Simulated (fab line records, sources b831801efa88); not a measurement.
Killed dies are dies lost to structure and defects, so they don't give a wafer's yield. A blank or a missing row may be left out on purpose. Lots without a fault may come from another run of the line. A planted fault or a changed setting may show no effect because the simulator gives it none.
A struck lot beside a sound one | flow sky130 | 20 steps out of a route of 708
Sound: wafers L952.1, L952.2, L952.6. Struck: wafers L962.1, L962.5, L962.6. The cause comes at the end.
At each step with rows: each side's tool, then ch and its chambers, then its first start. Under that, the readings that differ: sound wafers | struck wafers | difference of the means | sigmas: that difference in standard deviations of wafers without a fault.
alike: readings whose means differ by less than 2 such deviations, and words and numbers that are the same on both sides. not compared: withheld readings, readings that some wafer has no value for, bounds like >300 that may hide the same value, and numbers for which the record gives no deviation and whose values overlap.
The two part at a step that has a row with sigmas, a row that says differs or no value, or rows on one side only. Numbers that don't overlap but have no deviation are shown without sigmas and don't part them. A reading that every wafer of one side lacks parts them only if that side has two wafers or more.

SKY_LDD_HVP_OVL_MEAS_07:
  sound on overlay-02, day 23 10:23; struck on overlay-01, day 26 03:16
  alike: LDD_HVP_OVL
then, 1 step without rows for these wafers: SKY_LDD_HVP_IMPLANT_08.
SKY_LDD_HVP_STRIP_09: strips in O2/N2.
  sound on plasma_asher-01 ch 0,1, day 23 10:34; struck on plasma_asher-01 ch 0,1, day 26 03:27
  alike: drypump_motor_current_A, oes_product_au, strip_time_to_endpoint_s
  not compared: rf_hours_counter_h
SKY_LDD_HVP_TW_MEAS_10:
  sound on film_metro-04, day 23 10:40; struck on film_metro-04, day 26 03:33
  alike: LDD_HVP_TW
then, 7 steps without rows for these wafers: SKY_LDD_LDN_DEHYDRATE_00 (time 60 s); SKY_LDD_LDN_HMDS_01 (prime time 60 s); SKY_LDD_LDN_COAT_02 (resist thk 1140 nm); SKY_LDD_LDN_SOFTBAKE_03 (time 60 s); SKY_LDD_LDN_EXPOSE_04 (exposes mask LDNTM, target cd 700 nm); SKY_LDD_LDN_PEB_05; SKY_LDD_LDN_DEVELOP_06 (develop time 60 s).
SKY_LDD_LDN_OVL_MEAS_07:
  sound on overlay-02, day 24 16:43; struck on overlay-01, day 27 09:08
  alike: LDD_LDN_OVL
SKY_LDD_LDN_IMPLANT_08:
  sound on implanter-01 ch 0, day 24 16:45; struck on implanter-04 ch 0, day 27 09:10
  reading            | sound                            | struck                       | difference | sigmas
  dose_ions_cm2      | 1.2505e+13 1.2493e+13 1.2502e+13 | 1.255e+12 1.257e+12 1.25e+12 | -1.125e+13 | -99 or more
  faraday_current_uA | 68.9 68.6 70.5                   | 6.9 7.0 6.8                  | -62.4      | -42
then, 3 steps without rows for these wafers: SKY_LDD_LDN_IMPLANT_09; SKY_LDD_LDN_IMPLANT_10; SKY_LDD_LDN_IMPLANT_11.
SKY_LDD_LDN_STRIP_12: strips in O2/N2.
  sound on plasma_asher-03 ch 0,1, day 24 17:57; struck on plasma_asher-03 ch 0,1, day 27 09:46
  alike: drypump_motor_current_A, oes_product_au, strip_time_to_endpoint_s
  not compared: rf_hours_counter_h
SKY_LDD_LDN_TW_MEAS_13:
  sound on film_metro-01, day 24 18:03; struck on film_metro-03, day 27 09:52
  reading    | sound          | struck         | difference | sigmas
  LDD_LDN_TW | 1483 1478 1481 | 1356 1349 1350 | -129       | -11
then, 1 step without rows for these wafers: SKY_LDD_LDN_CLEAN_14 (cleans in SC1/SC2, time 150 s).
-- the record jumps here: 21 days lie between the struck wafers' starts before and after (it left off in module LDD_LDN and takes up again in module PAD_OPEN, whose first step shown is number 708 of the route) --
SKY_PAD_OPEN_PROBE_99:
  sound on prober-01, day 47 02:38; struck on prober-01, day 48 19:21
  reading                         | sound          | struck         | difference | sigmas
  model.etest.tip_sonos.rs_ohm_sq | 2695 2736 2763 | 3092 3056 3072 | +342       |
  alike: killed_at_M0_to_M3, killed_at_M4_up, killed_at_contacts, killed_at_front_end, killed_at_other, killed_dies, killed_open, killed_short

WHERE THEY PART
First at SKY_LDD_LDN_IMPLANT_08; last, within this record, at SKY_LDD_LDN_TW_MEAS_13. Later steps at which nothing parts them and some readings are alike: SKY_PAD_OPEN_PROBE_99.

WHY: what the simulator had put in
Process parameter drift: implanter-04, from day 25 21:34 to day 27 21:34, at SKY_LDD_LDN_IMPLANT_08. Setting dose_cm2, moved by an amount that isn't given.
